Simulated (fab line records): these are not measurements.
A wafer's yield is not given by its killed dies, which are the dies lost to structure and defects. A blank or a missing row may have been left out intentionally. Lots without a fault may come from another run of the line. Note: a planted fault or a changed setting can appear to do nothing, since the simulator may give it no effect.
The same fault as seen by 2 desks -- flow sky130 -- each desk holds nothing but its own numbers, with what lay behind them at the end

DESK OF THE TOOL OWNER: litho-track-02
At SKY_SONOS_TUNNEL_SOFTBAKE_03 (time 60 s), the tool's own readings, given per lot that ran on this tool as the mean of the sampled wafers with a number. A lot is out of limits, marked OUT, if its mean lies more than 4 standard deviations from the usual mean; the brackets give that distance.
Columns: A = heater-power-total-W at SKY_SONOS_TUNNEL_SOFTBAKE_03, usual 56.59 W; B = run-length-s at SKY_SONOS_TUNNEL_SOFTBAKE_03, usual 89.07 s
lot,first seen here,A,B
L373,day 14 16:50,56.60,89.12
L375,day 14 20:36,56.59,89.07
L378,day 15 04:21,59.06 (+50) OUT,82.15 (-63) OUT
L377,day 15 05:47,58.47 (+38) OUT,83.84 (-47) OUT
L379,day 15 16:26,59.06 (+50) OUT,82.10 (-63) OUT
This desk's verdict: out of limits on L377, L378, L379, starting with L378 at day 15 04:21 (heater-power-total-W at SKY_SONOS_TUNNEL_SOFTBAKE_03). L373, L375 stayed within limits.

AT THE METROLOGY DESK
Means of the sampled wafers that have a number, per lot and without regard to the tool the lot ran on: this is what the gauges read. A lot is out of limits, marked OUT, if its mean lies more than 4 standard deviations from the usual mean; the brackets give that distance.
Columns: A = NWELL_OXIDATION_THK at SKY_NWELL_THK_MEAS_02, usual 10.11 nm; B = GATE_OXIDE_OVL at SKY_GATE_OXIDE_OVL_MEAS_10, usual -0.4 nm
lot,first seen here,A,B
L366,day 3 11:17,9.73,-0.9
L367,day 3 23:49,10.27,-0.5
L368,day 3 23:50,10.08,-1.7
L370,day 4 08:20,10.09,-0.2
L372,day 4 18:02,10.08,-0.7
L373,day 4 23:49,10.22,-0.8
L374,day 4 23:50,9.94,0.6
L375,day 5 04:01,10.11,-0.2
L378,day 5 08:19,10.48,-0.5
L377,day 5 08:19,10.25,0.2
L379,day 5 16:08,10.23,0.9
L385,day 6 19:50,10.00,-0.0
L386,day 7 00:24,9.93,-0.4
L388,day 7 13:28,10.24,-0.2
Result from this desk: across the 14 lots, nothing is out of limits.

PUT TOGETHER
On L377, L378, L379, at day 15 04:21, an alarm was possible from the tool owner's desk.
Nothing out of limits was seen by the metrology desk.
The metrology desk holds a record of L377, L378, L379, inside its limits.
On litho-track-02, each named lot ran SKY_SONOS_TUNNEL_SOFTBAKE_03.

WHAT THE SIMULATOR PUT IN
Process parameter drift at SKY_SONOS_TUNNEL_SOFTBAKE_03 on litho-track-02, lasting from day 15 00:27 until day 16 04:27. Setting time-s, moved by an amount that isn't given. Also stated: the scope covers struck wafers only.
Struck lots among those shown: L377, L378, L379.
Hours from the fault's start to each desk's first reading out of limits: the tool owner's desk, 4.
